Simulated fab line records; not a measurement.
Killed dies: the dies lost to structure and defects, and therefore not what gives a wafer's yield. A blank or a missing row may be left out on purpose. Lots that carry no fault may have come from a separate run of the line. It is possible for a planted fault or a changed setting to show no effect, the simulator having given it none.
8D (eight disciplines) problem report, filled in by code :: flow gf180mcu :: the parts of the form that need people (team, actions taken, sign-off) are left out

1. THE PROBLEM
Wafers free of any fault read 46.14 ohm/sq (standard deviation 0.098) for NSD_RS at GF_PSD_RS_MEAS_14, against a mean of 46.88 ohm/sq on 6 wafers of 2 lots. Relative to the usual mean, that is a shift of +7.5 standard deviations.
The step: measures by four-point-probe.
Seen first at day 16 15:17 on film metro-04, wafer L641.3. The record holds 39 wafers of 13 lots with a number at this step. The rule behind "out" and "out of limits": a value lying over 4 standard deviations away from the usual mean. All remaining wafers that have a number are taken as sound.

2. WHAT IT IS, AND WHAT IT ISN'T
question: which readings at this step
is: NSD_RS
is not: -

question: which lots
is: L641, L642
is not: L636, L637, L638, L650, L651, L652, L653, L654, L656, L657, L658

question: which wafers of those lots
is: all that have a number
is not: -

question: read on which gauges
is: film metro-04
is not: film metro-02, film metro-03

question: when
is: from day 16 15:17
is not: up to then (9 sound wafers); but 24 sound wafers of L650, L651, L652, L653, L654, L656, L657, L658 came after

3. THE SUSPECTS, EACH WITH WHAT RULES IT OUT
Counting: any tool at a process step up to the reading is kept as a suspect provided that every lot that is out went through it and no sound lot did after the first of them.
- the gauge at GF_PSD_RS_MEAS_14 is ruled out. All the wafers that are out were read on film metro-04, but those of them that GF_NSD_STRIP_11 has rows for are out there too, on other tools.
- implanter-02 at GF_NSD_IMPLANT_09: ruled out as a lasting fault. Sound lots L650, L653 ran on it after its first lot that is out, L641 (day 15 16:53).
Left after counting: nothing in the record.

4. THE CAUSE (what the simulator had put in)
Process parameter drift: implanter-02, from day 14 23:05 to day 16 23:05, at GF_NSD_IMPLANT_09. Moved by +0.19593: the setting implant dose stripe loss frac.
The count ruled it out by mistake, since the rule takes a fault to strike every lot its tool runs from the start of the fault on, and this one did not do so.

5. THE CHAIN OF EFFECTS, in route order
Rows list readings where the struck wafers' mean (over those with a number) sits beyond 3 standard deviations from the usual. Scope: only readings with a usual standard deviation given in the record; hours: median across lots of the time from each lot's start at the first step in this table that gives one to its start at this step; sigmas: change in usual standard deviations.
hours: 0
step: GF_NSD_STRIP_11
reading: strip time to endpoint s
usual: 22.948 s
on struck wafers: 22.476
change: -0.472
sigmas: -17

hours: 22
step: GF_PSD_RS_MEAS_14
reading: NSD_RS
usual: 46.14 ohm/sq
on struck wafers: 46.88
change: +0.73
sigmas: +7.5
Its process steps:
- GF_NSD_STRIP_11: strips in O2/N2.

6. HOW IT WOULD HAVE BEEN CAUGHT EARLIER
40 hours passed between the start of the fault at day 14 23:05 and the first reading out of limits at a measuring or inspecting step in this record, taken at day 16 15:17.
